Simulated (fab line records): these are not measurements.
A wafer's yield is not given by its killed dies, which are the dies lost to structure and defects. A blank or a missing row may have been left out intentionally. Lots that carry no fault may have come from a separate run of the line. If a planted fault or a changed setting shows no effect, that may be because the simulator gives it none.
8D (eight disciplines) problem report, filled in by code | flow sky130 | the parts of the form that need people (team, actions taken, sign-off) are left out

## 1. THE PROBLEM
Mean of run-length-s at SKY_VT_ADJUST_HVTP_SOFTBAKE_03: 95.94 s across 6 wafers in 2 lots; on wafers with no fault it is 89.24 s (standard deviation 0.2). That is +33 standard deviations from the usual mean.
The step: time 60 s.
The first sign was on wafer L877.1 at day 8 19:29, on litho-track-04. The record has a number at this step for 39 wafers belonging to 13 lots. Rule for "out", or "out of limits": more than 4 standard deviations from the usual mean. The other wafers with a number count as sound.

## 2. WHAT IT IS AND WHAT IT IS NOT
question                    | is                     | is not
which readings at this step | run-length-s           | -
which lots                  | L877, L883             | L866, L867, L868, L869, L870, L871, L872, L874, L887, L888, L889
which wafers of those lots  | all that have a number | -
read on which tools         | litho-track-04         | litho-track-02, litho-track-03
when                        | from day 8 19:29       | up to then (24 sound wafers); but 9 sound wafers of L887, L888, L889 came after

## 3. THE SUSPECTS, EACH WITH WHAT RULES IT OUT
Counting: a tool at a process step up to the reading stays a suspect if it ran every lot that is out and no sound lot after the first of them.
- plasma-asher-01 at SKY_NWELL_STRIP_25 (strips in O2/N2): ruled out as a lasting fault. The sound lots L888, L889 went through it after L877, its earliest lot that is out (day 8 08:40).
- litho-track-04 at SKY_VT_ADJUST_HVTP_SOFTBAKE_03 (time 60 s): kept. Every lot that is out went through it, starting with L877 (day 8 19:29), and after that it ran no sound lot; the last sound lot it ran before then is L868 (day 6 05:58). Out on those wafers are its own readings of run-length-s.
After counting, what remains is litho-track-04 at SKY_VT_ADJUST_HVTP_SOFTBAKE_03.

## 4. THE CAUSE (what the simulator had put in)
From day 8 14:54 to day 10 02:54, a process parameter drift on litho-track-04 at SKY_VT_ADJUST_HVTP_SOFTBAKE_03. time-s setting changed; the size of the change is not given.
After counting, this tool was the only one left.

## 5. SEQUENCE OF EFFECTS, ordered by route
Each row: a reading whose mean over the struck wafers that have a number lies more than 3 standard deviations from the usual. Only readings for which the record gives a usual standard deviation are gone through. hours: the time from each lot's start at the first step in this table that gives one to its start at this step, as a median over the lots. sigmas: the change in usual standard deviations.
hours | step                           | reading      | usual   | on struck wafers | change | sigmas
0     | SKY_VT_ADJUST_HVTP_SOFTBAKE_03 | run-length-s | 89.24 s | 95.94            | +6.70  | +33
Its process steps:
- SKY_VT_ADJUST_HVTP_SOFTBAKE_03: time 60 s.

## 6. HOW IT WOULD HAVE BEEN CAUGHT EARLIER
First out-of-limits reading in this record: day 8 19:29, which is 5 hours after fault onset at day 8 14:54.
